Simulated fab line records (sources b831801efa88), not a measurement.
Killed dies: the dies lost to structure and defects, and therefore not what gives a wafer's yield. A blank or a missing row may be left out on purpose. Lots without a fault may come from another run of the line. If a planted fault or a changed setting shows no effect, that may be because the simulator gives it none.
fab line records + flow sky130
[record]
- lots = 6
- wafers = 17
- lastDay = 50
route steps=708 shown METAL1@454 VIA1@458 PAD_OPEN@708
lots that met no fault: taken from a fault-free run of the same line
startH: start of the lot's first displayed wafer, in hours after the record's first day + waitH: time in hours since the lot's previous step + " repeats the value in the row above + L1.1+2: several wafers, shown together as one row + - either no value or no given start + * or withheld: withheld + < > ~ a bound
route shown NAME@n: a module of which the file shows steps, and the number in the route of the first + usual: mean/standard deviation of fault-free wafers + same: alike in all rows + chamber/n: place in a boat + sites: the reading at each site + _std_site: how widely they spread, as a standard deviation + _edge_site: outer sites' mean less inner sites' + radiusMm: how far each site lies from the wafer's centre + mask NAME#n: copy n + behind: tool/chamber where the wafer was last shaped + hold: what put the lot on hold/how long, in hours/how the hold closed + device: the n, p or np transistor that did not switch + end of line: tests of these same wafers at the route's end + a step with no rows: only its recipe + killed: count of dies lost to structure and defects at first sort (not the wafer's yield) + map: a wafer's dies, x killed, . not, _ none there
set.NAME: the setting the step ran with; set.NAME@STEP: the setting that earlier step ran with + model.NAME: the simulator's own value behind a step, which no gauge read
lots seen at some steps along the route; tables by step, rows by wafer
services: from which hour (startH, from the record's first day; less than 0 if before it) a tool's chamber was out of use, for how many hours, and why
[[steps]]
[step SKY_METAL1_STRIP_20]
[recipe]
- chemistry = O2/N2
- powerW = 1400
- pressureMtorr = 1500
- platenTempC = withheld
- o2FlowSccm = 3000
- n2FlowSccm = 300
- overashFraction = 0.5
[usual]
- chamberPressureMTorr = 1499.8/1.4
- drypumpMotorCurrentA = 5.93/0.26
- oesProductAu = 0.343/0.0046
- stripTimeToEndpointS = 2.71/0.04
| lot.wafer | tool           | chamber | startH | waitH | chamberPressureMTorr | drypumpMotorCurrentA | oesProductAu | rfHoursCounterH | stripTimeToEndpointS |
|-----------|----------------|---------|--------|-------|----------------------|----------------------|--------------|-----------------|----------------------|
| L472.4    | plasmaAsher-04 | 0       | 789.48 | 0.1   | 1501.4               | 5.75                 | 0.344        | -               | 2.68                 |
| L472.5    | "              | 0       | "      | "     | 1498.9               | 5.74                 | 0.340        | -               | 2.69                 |
| L472.6    | "              | 1       | "      | "     | 1500.0               | 6.05                 | 0.338        | -               | 2.72                 |
| L475.1    | plasmaAsher-03 | 1       | 826.87 | 0.1   | 1498.5               | 5.33                 | 0.346        | 8               | 2.66                 |
| L475.3    | "              | 1       | "      | "     | 1502.0               | 5.31                 | 0.346        | -               | 2.68                 |
| L475.6    | "              | 1       | "      | "     | 1501.5               | 5.29                 | 0.342        | -               | 2.68                 |
| L478.1    | plasmaAsher-04 | 1       | 842.83 | 0.1   | 1499.8               | 6.06                 | 0.343        | 102             | 2.69                 |
| L478.2    | "              | 0       | "      | "     | 1498.4               | 5.75                 | 0.338        | 102             | 2.66                 |
| L489.1    | plasmaAsher-04 | 1       | 915.00 | 0.1   | 1500.1               | 6.06                 | 0.349        | 109             | 2.71                 |
| L489.3    | "              | 0       | "      | "     | 1498.9               | 5.76                 | 0.346        | -               | 2.66                 |
| L489.5    | "              | 1       | "      | "     | 1500.0               | 6.03                 | 0.342        | -               | 2.70                 |
| L490.1    | plasmaAsher-04 | 1       | 920.84 | 0.1   | 1498.1               | 6.04                 | 0.343        | 110             | 2.70                 |
| L490.3    | "              | 0       | "      | "     | 1500.0               | 5.78                 | 0.340        | -               | 2.73                 |
| L490.6    | "              | 1       | "      | "     | 1502.1               | 6.06                 | 0.346        | -               | 2.73                 |
| L492.2    | plasmaAsher-03 | 0       | 926.43 | 0.1   | 1498.4               | 6.06                 | 0.341        | 17              | 2.77                 |
| L492.3    | "              | 1       | "      | "     | 1498.3               | 5.32                 | 0.351        | -               | 2.75                 |
| L492.6    | "              | 1       | "      | "     | 1499.5               | 5.32                 | 0.340        | -               | 2.73                 |
[step SKY_METAL1_STRIP_21]
[recipe]
- chemistry = postEtchResidueRemover
- timeS = 1200
- tempC = 72.5
[step SKY_METAL1_CLEAN_22]
[recipe]
- chemistry = IPA
- timeS = 180
- tempC = 25
[step SKY_METAL1_CLEAN_23]
[recipe]
- chemistry = O3/DIW
- dry = n2Spin
[step SKY_VIA1_HDPCVD_00]
[recipe]
- material = SiO2
- targetThkNm = 1030
- sigmaOpenFrac = 0.3
- timeS = 171.7
- tempC = 400
- sih4FlowSccm = 60
- pressureMtorr = 6
[step SKY_VIA1_THK_MEAS_01]
[recipe]
- reads = SiO2_of_VIA1_HDPCVD_00
[usual]
- VIA1_HDPCVD_THK = 1025/10
| lot.wafer | tool         | chamber | startH | waitH | VIA1_HDPCVD_THK[nm] |
|-----------|--------------|---------|--------|-------|---------------------|
| L472.4    | filmMetro-03 | -       | 790.19 | 0.0   | 1007                |
| L472.5    | "            | -       | "      | "     | 1020                |
| L472.6    | "            | -       | "      | "     | 1018                |
| L475.1    | filmMetro-03 | -       | 827.68 | 0.1   | 1024                |
| L475.3    | "            | -       | "      | "     | 1014                |
| L475.6    | "            | -       | "      | "     | 1026                |
| L478.1    | filmMetro-01 | -       | 843.54 | 0.1   | 1026                |
| L478.2    | "            | -       | "      | "     | 1010                |
| L489.1    | filmMetro-01 | -       | 915.71 | 0.1   | 1034                |
| L489.3    | "            | -       | "      | "     | 1043                |
| L489.5    | "            | -       | "      | "     | 1038                |
| L490.1    | filmMetro-03 | -       | 921.54 | 0.1   | 1032                |
| L490.3    | "            | -       | "      | "     | 1022                |
| L490.6    | "            | -       | "      | "     | 1028                |
| L492.2    | filmMetro-03 | -       | 927.14 | 0.1   | 1044                |
| L492.3    | "            | -       | "      | "     | 1049                |
| L492.6    | "            | -       | "      | "     | 1027                |
[step SKY_VIA1_CMP_02]
[recipe]
- material = SiO2
- downForcePsi = 4
- platenRpm = 60
- padVelocityMS = 0.94248
[usual]
- motorCurrentA = 12.7/1.9
- platenRpm = 60.00/0.038
| lot.wafer | tool   | chamber | startH | waitH | motorCurrentA | platenRpm |
|-----------|--------|---------|--------|-------|---------------|-----------|
| L472.4    | cmp-01 | 3       | 790.27 | 0.1   | 11.8          | 59.99     |
| L472.6    | "      | 2       | "      | "     | 17.0          | 59.97     |
| L472.5    | "      | 3       | "      | "     | 12.2          | 60.03     |
| L475.3    | cmp-01 | 2       | 827.74 | 0.0   | 17.0          | 59.97     |
| L475.1    | "      | 1       | "      | "     | 10.5          | 59.98     |
| L475.6    | "      | 2       | "      | "     | 16.6          | 59.99     |
| L478.2    | cmp-01 | 0       | 843.65 | 0.1   | 10.6          | 60.00     |
| L478.1    | "      | 1       | "      | "     | 10.4          | 59.98     |
| L489.3    | cmp-02 | 0       | 915.77 | 0.0   | 11.7          | 59.98     |
| L489.1    | "      | 3       | "      | "     | 14.1          | 59.98     |
| L489.5    | "      | 1       | "      | "     | 14.1          | 59.98     |
| L490.3    | cmp-02 | 2       | 921.60 | 0.0   | 10.9          | 60.02     |
| L490.1    | "      | 3       | "      | "     | 13.9          | 59.99     |
| L490.6    | "      | 2       | "      | "     | 10.5          | 59.99     |
| L492.2    | cmp-02 | 2       | 927.24 | 0.1   | 11.0          | 60.10     |
| L492.3    | "      | 0       | "      | "     | 11.6          | 59.90     |
| L492.6    | "      | 2       | "      | "     | 11.0          | 60.00     |
[step SKY_VIA1_BOW_MEAS_03]
[recipe]
- mode = bow
[usual]
- VIA1_BOW = 81/6.8
| lot.wafer | tool         | chamber | startH | waitH | VIA1_BOW[um] |
|-----------|--------------|---------|--------|-------|--------------|
| L472.4    | filmMetro-03 | -       | 790.58 | 0.3   | 95           |
| L472.5    | "            | -       | "      | "     | 77           |
| L472.6    | "            | -       | "      | "     | 81           |
| L475.1    | filmMetro-01 | -       | 828.04 | 0.1   | 85           |
| L475.3    | "            | -       | "      | "     | 94           |
| L475.6    | "            | -       | "      | "     | 79           |
| L478.1    | filmMetro-01 | -       | 843.90 | 0.1   | 78           |
| L478.2    | "            | -       | "      | "     | 85           |
| L489.1    | filmMetro-01 | -       | 916.07 | 0.1   | 78           |
| L489.3    | "            | -       | "      | "     | 83           |
| L489.5    | "            | -       | "      | "     | 73           |
| L490.1    | filmMetro-01 | -       | 921.90 | 0.2   | 77           |
| L490.3    | "            | -       | "      | "     | 76           |
| L490.6    | "            | -       | "      | "     | 76           |
| L492.2    | filmMetro-01 | -       | 927.51 | 0.2   | 82           |
| L492.3    | "            | -       | "      | "     | 92           |
| L492.6    | "            | -       | "      | "     | 80           |
[step SKY_VIA1_DEHYDRATE_04]
[recipe]
- tempC = 200
- timeS = 60
[step SKY_VIA1_HMDS_05]
[recipe]
- primeTimeS = 60
- primeTempC = 120
[step SKY_VIA1_COAT_06]
[recipe]
- resist = BARC
- tempC = withheld
- timeS = withheld
- spinRpm = 3000
- resistThkNm = 60
[step SKY_VIA1_COAT_07]
[recipe]
- resist = KrF-thick
- spinRpm = 3000
- resistThkNm = 450
[step SKY_VIA1_SOFTBAKE_08]
[recipe]
- tempC = 100
- timeS = 90
- resist = KrF-thick
[usual]
- heaterPowerTotalW = 57.36/0.11
- runLengthS = 119.30/0.19
| lot.wafer | tool          | chamber | startH | waitH | heaterPowerTotalW | runLengthS |
|-----------|---------------|---------|--------|-------|-------------------|------------|
| L472.4    | lithoTrack-01 | 0       | 803    | -     | 57.19             | 119.29     |
| L472.5    | "             | 0       | "      | "     | 57.46             | 119.53     |
| L472.6    | "             | 0       | "      | "     | 57.48             | 119.43     |
| L475.1    | lithoTrack-02 | 0       | 840    | -     | 63.96             | 94.48      |
| L475.3    | "             | 0       | "      | "     | 57.59             | 119.04     |
| L475.6    | "             | 0       | "      | "     | 57.22             | 119.14     |
| L478.1    | lithoTrack-02 | 0       | 856    | -     | 63.82             | 94.48      |
| L478.2    | "             | 0       | "      | "     | 63.89             | 94.50      |
| L489.1    | lithoTrack-03 | 0       | 928    | -     | 57.49             | 119.42     |
| L489.3    | "             | 0       | "      | "     | 57.28             | 119.31     |
| L489.5    | "             | 0       | "      | "     | 57.26             | 119.26     |
| L490.1    | lithoTrack-02 | 0       | 934    | -     | 57.14             | 119.13     |
| L490.3    | "             | 0       | "      | "     | 57.19             | 119.29     |
| L490.6    | "             | 0       | "      | "     | 57.36             | 119.11     |
| L492.2    | lithoTrack-02 | 0       | 939    | -     | 57.30             | 119.23     |
| L492.3    | "             | 0       | "      | "     | 57.36             | 119.24     |
| L492.6    | "             | 0       | "      | "     | 57.39             | 119.29     |
[step SKY_VIA1_EXPOSE_09]
[recipe]
- maskId = VIM
- na = 0.8
- sourceShape = annular
- sigmaInner = 0.55
- sigmaOuter = 0.85
- targetCdNm = 150
- doseMj = 38
[step SKY_PAD_OPEN_PROBE_99]
[usual]
- defectLimitedYield = 82.3/2
- killed_at_M0_to_M3 = 43/7.3
- killed_at_M4_up = 3.1/1.7
- killedAtContacts = 25/5.3
- killedAtFrontEnd = 15/4.3
- killedAtOther = 0.2/0.54
- killedDies = 87/10
- killedOpen = 48/7.6
- killedShort = 38/6.1
- sort_bin_3_pad_short = 0.9/0.42
- sort_bin_5_function = 10.5/1.5
- sort_bin_6_memory = 6.3/1.2
- sortNPass = 405/10
- sortYieldPct = 82.3/2
[same]
- grossDies = 492
- killedAtBackSide = 0
- sort_bin_4_leakage[%] = 0
- sort_bin_8_speed[%] = 0
| lot.wafer | tool      | chamber | startH  | waitH | defectLimitedYield[%] | killed_at_M0_to_M3 | killed_at_M4_up | killedAtContacts | killedAtFrontEnd | killedAtOther | killedDies | killedOpen | killedShort | sort_bin_3_pad_short[%] | sort_bin_5_function[%] | sort_bin_6_memory[%] | sortNPass | sortYieldPct[%] |
|-----------|-----------|---------|---------|-------|-----------------------|--------------------|-----------------|------------------|------------------|---------------|------------|------------|-------------|-------------------------|------------------------|----------------------|-----------|-----------------|
| L472.4    | prober-01 | -       | 1094.82 | 0.2   | 83.9                  | 26                 | 3               | 35               | 15               | 0             | 79         | 35         | 44          | 0.8                     | 10.6                   | 4.7                  | 413       | 83.9            |
| L472.5    | prober-01 | -       | 1094.87 | 0.2   | 85.4                  | 24                 | 4               | 23               | 21               | 0             | 72         | 40         | 32          | 0.4                     | 8.5                    | 5.7                  | 420       | 85.4            |
| L472.6    | prober-01 | -       | 1094.92 | 0.2   | 85.2                  | 41                 | 2               | 18               | 12               | 0             | 73         | 42         | 31          | 0.6                     | 8.7                    | 5.5                  | 419       | 85.2            |
| L475.1    | prober-02 | -       | 1122.53 | 0.1   | 83.3                  | 47                 | 3               | 26               | 6                | 0             | 82         | 49         | 33          | 0.4                     | 8.5                    | 7.7                  | 410       | 83.3            |
| L475.3    | prober-02 | -       | 1122.63 | 0.2   | 81.7                  | 47                 | 2               | 19               | 22               | 0             | 90         | 47         | 40          | 0.8                     | 11.0                   | 6.5                  | 402       | 81.7            |
| L475.6    | prober-02 | -       | 1122.78 | 0.2   | 79.9                  | 50                 | 2               | 28               | 19               | 0             | 99         | 51         | 48          | 0.6                     | 13.2                   | 6.3                  | 393       | 79.9            |
| L478.1    | prober-01 | -       | 1135.55 | 0.1   | 82.7                  | 36                 | 2               | 32               | 15               | 0             | 85         | 40         | 45          | 0.2                     | 10.2                   | 6.9                  | 407       | 82.7            |
| L478.2    | prober-01 | -       | 1135.60 | 0.1   | 80.9                  | 51                 | 3               | 25               | 15               | 0             | 94         | 57         | 37          | 1.0                     | 10.6                   | 7.5                  | 398       | 80.9            |
| L489.1    | prober-02 | -       | 1187.13 | 0.1   | 82.1                  | 42                 | 3               | 20               | 22               | 1             | 88         | 56         | 32          | 0.8                     | 10.4                   | 6.7                  | 404       | 82.1            |
| L489.3    | prober-02 | -       | 1187.23 | 0.2   | 80.7                  | 44                 | 7               | 20               | 24               | 0             | 95         | 45         | 49          | 1.0                     | 10.0                   | 8.3                  | 397       | 80.7            |
| L489.5    | prober-02 | -       | 1187.33 | 0.2   | 83.7                  | 38                 | 6               | 22               | 14               | 0             | 80         | 51         | 29          | 0.6                     | 10.8                   | 4.9                  | 412       | 83.7            |
| L490.1    | prober-01 | -       | 1192.91 | 0.1   | 81.1                  | 43                 | 4               | 31               | 15               | 0             | 93         | 58         | 34          | 1.2                     | 12.4                   | 5.3                  | 399       | 81.1            |
| L490.3    | prober-01 | -       | 1193.01 | 0.2   | 82.7                  | 46                 | 5               | 22               | 12               | 0             | 85         | 47         | 38          | 1.2                     | 12.0                   | 4.1                  | 407       | 82.7            |
| L490.6    | prober-01 | -       | 1193.16 | 0.2   | 84.3                  | 37                 | 1               | 29               | 10               | 0             | 77         | 41         | 36          | 1.0                     | 8.7                    | 5.9                  | 415       | 84.3            |
| L492.2    | prober-02 | -       | 1195.51 | 0.1   | 82.9                  | 44                 | 3               | 26               | 11               | 0             | 84         | 55         | 26          | 0.4                     | 9.8                    | 6.9                  | 408       | 82.9            |
| L492.3    | prober-02 | -       | 1195.56 | 0.2   | 82.1                  | 40                 | 5               | 28               | 14               | 1             | 88         | 51         | 36          | 0.8                     | 9.3                    | 7.7                  | 404       | 82.1            |
| L492.6    | prober-02 | -       | 1195.71 | 0.2   | 83.7                  | 52                 | 0               | 19               | 9                | 0             | 80         | 47         | 33          | 0.4                     | 9.1                    | 6.7                  | 412       | 83.7            |
// killed by level:class
L472.4 CONTACT:geometricParticle:open=12 LI_CONTACT:geometricParticle:open=8 METAL1:geometricParticle:short=8 CONTACT:geometricParticle:short=7 LOCAL_INTERCONNECT:geometricParticle:short=6 METAL2:geometricParticle:short=5 POLY_GATE:geometricParticle:short=5 POLY_GATE:geometricParticle:open=5
L472.5 CONTACT:geometricParticle:open=9 LI_CONTACT:geometricParticle:open=8 POLY_GATE:geometricParticle:short=7 VIA1:geometricParticle:open=6 FIELD_ISO:geometricParticle:short=5 CONTACT:geometricParticle:short=4 FIELD_ISO:geometricParticle:open=3 POLY_GATE:geometricParticle:open=3
L472.6 VIA1:geometricParticle:open=11 CONTACT:geometricParticle:open=9 VIA3:geometricParticle:open=8 VIA1:geometricParticle:short=6 LOCAL_INTERCONNECT:geometricParticle:short=4 VIA2:geometricParticle:open=4 FIELD_ISO:geometricParticle:open=3 POLY_GATE:geometricParticle:short=3
L475.1 CONTACT:geometricParticle:open=11 VIA3:geometricParticle:open=11 VIA1:geometricParticle:open=9 VIA2:geometricParticle:open=7 CONTACT:geometricParticle:short=5 METAL1:geometricParticle:short=5 LI_CONTACT:geometricParticle:open=4 LOCAL_INTERCONNECT:geometricParticle:short=4
L475.3 VIA1:geometricParticle:open=10 METAL1:geometricParticle:short=8 CONTACT:geometricParticle:open=7 FIELD_ISO:geometricParticle:short=6 FIELD_ISO:geometricParticle:open=6 VIA2:geometricParticle:open=6 LI_CONTACT:geometricParticle:short=5 VIA3:geometricParticle:open=4
L475.6 VIA1:geometricParticle:open=14 LI_CONTACT:geometricParticle:open=8 CONTACT:geometricParticle:open=8 VIA3:geometricParticle:open=7 VIA1:geometricParticle:short=6 FIELD_ISO:geometricParticle:short=5 METAL1:geometricParticle:short=5 CONTACT:geometricParticle:short=5
L478.1 VIA1:geometricParticle:open=12 CONTACT:geometricParticle:short=8 CONTACT:geometricParticle:open=8 METAL2:geometricParticle:short=7 LOCAL_INTERCONNECT:geometricParticle:short=6 LI_CONTACT:geometricParticle:short=5 LI_CONTACT:geometricParticle:open=5 FIELD_ISO:geometricParticle:open=4
L478.2 VIA3:geometricParticle:open=13 VIA1:geometricParticle:open=10 CONTACT:geometricParticle:open=7 METAL2:geometricParticle:short=7 VIA2:geometricParticle:open=7 POLY_GATE:geometricParticle:open=5 LI_CONTACT:geometricParticle:open=5 VIA1:geometricParticle:short=5
L489.1 VIA1:geometricParticle:open=12 FIELD_ISO:geometricParticle:open=10 CONTACT:geometricParticle:open=8 FIELD_ISO:geometricParticle:short=6 LI_CONTACT:geometricParticle:open=5 VIA1:geometricParticle:short=4 METAL1:geometricParticle:short=4 VIA2:geometricParticle:open=4
L489.3 VIA1:geometricParticle:open=16 FIELD_ISO:geometricParticle:short=9 CONTACT:geometricParticle:open=7 METAL1:geometricParticle:short=6 FIELD_ISO:geometricParticle:open=5 LI_CONTACT:geometricParticle:open=5 VIA1:geometricParticle:short=5 CONTACT:geometricParticle:short=4
L489.5 CONTACT:geometricParticle:open=10 FIELD_ISO:geometricParticle:open=8 VIA1:geometricParticle:open=8 VIA3:geometricParticle:open=7 LI_CONTACT:geometricParticle:open=6 METAL2:geometricParticle:short=6 METAL1:geometricParticle:short=6 VIA2:geometricParticle:open=5
L490.1 CONTACT:geometricParticle:open=12 VIA1:geometricParticle:open=11 LI_CONTACT:geometricParticle:open=11 VIA2:geometricParticle:open=7 METAL1:geometricParticle:short=6 POLY_GATE:geometricParticle:open=5 METAL3:geometricParticle:short=5 VIA3:geometricParticle:open=5
L490.3 VIA1:geometricParticle:open=10 CONTACT:geometricParticle:open=8 LI_CONTACT:geometricParticle:open=7 METAL3:geometricParticle:short=6 VIA3:geometricParticle:open=5 POLY_GATE:geometricParticle:open=4 VIA2:geometricParticle:open=4 METAL1:geometricParticle:short=4
L490.6 CONTACT:geometricParticle:open=15 METAL1:geometricParticle:short=7 METAL2:geometricParticle:short=7 VIA1:geometricParticle:open=6 FIELD_ISO:geometricParticle:open=4 LI_CONTACT:geometricParticle:open=4 CONTACT:geometricParticle:short=4 VIA1:geometricParticle:short=4
L492.2 VIA1:geometricParticle:open=13 CONTACT:geometricParticle:open=12 VIA3:geometricParticle:open=8 LI_CONTACT:geometricParticle:open=6 VIA2:geometricParticle:open=5 LI_CONTACT:geometricParticle:short=4 VIA1:geometricParticle:short=3 METAL2:geometricParticle:short=3
L492.3 VIA2:geometricParticle:open=13 CONTACT:geometricParticle:open=11 LI_CONTACT:geometricParticle:open=6 LOCAL_INTERCONNECT:geometricParticle:short=5 VIA1:geometricParticle:open=5 POLY_GATE:geometricParticle:open=4 METAL1:geometricParticle:short=4 VIA2:geometricParticle:short=4
L492.6 VIA1:geometricParticle:open=11 VIA3:geometricParticle:open=9 CONTACT:geometricParticle:open=7 METAL1:geometricParticle:short=7 LI_CONTACT:geometricParticle:open=6 VIA1:geometricParticle:short=6 VIA2:geometricParticle:open=5 METAL2:geometricParticle:short=5
[[services]]
| tool           | chamber | startH | hours | kind                          |
|----------------|---------|--------|-------|-------------------------------|
| plasmaAsher-03 | -       | 829.64 | 5.9   | repair                        |
| plasmaAsher-04 | -       | 860.28 | 6.9   | repair                        |
| cmp-01         | -       | 860.38 | 0.3   | repair                        |
| cmp-01         | -       | 884.03 | 6.3   | pm                            |
| cmp-02         | -       | 903.55 | 0.6   | repair                        |
| cmp-01         | -       | 912.46 | 4.0   | pm                            |
| cmp-01         | -       | 916.46 | -     | consumableReplace:conditioner |
| cmp-01         | -       | 916.46 | -     | consumableReplace:pad         |
| cmp-01         | -       | 937.22 | 11.2  | pm                            |
[[key]]
[firstSign]
- step = SKY_VIA1_SOFTBAKE_08
- reading = runLengthS
- direction = down
- sigmas = 99+
- usual = *
- struck = *
[effect]
- step = SKY_VIA1_SOFTBAKE_08
- reading = heaterPowerTotalW
- direction = up
- sigmas = 59
- usual = *
- struck = *
metAt SKY_VIA1_SOFTBAKE_08
struckWafers L475.1,L478.1,L478.2
[fault]
- kind = processParameterDrift
- tool = lithoTrack-02
- chamber = -
- onsetH = 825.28
- steps = SKY_VIA1_SOFTBAKE_08
- channel = timeS
- offset = *
- shape = step
- endH = 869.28
- scope = struckWafersOnly
- actsIn = *
- stated = *
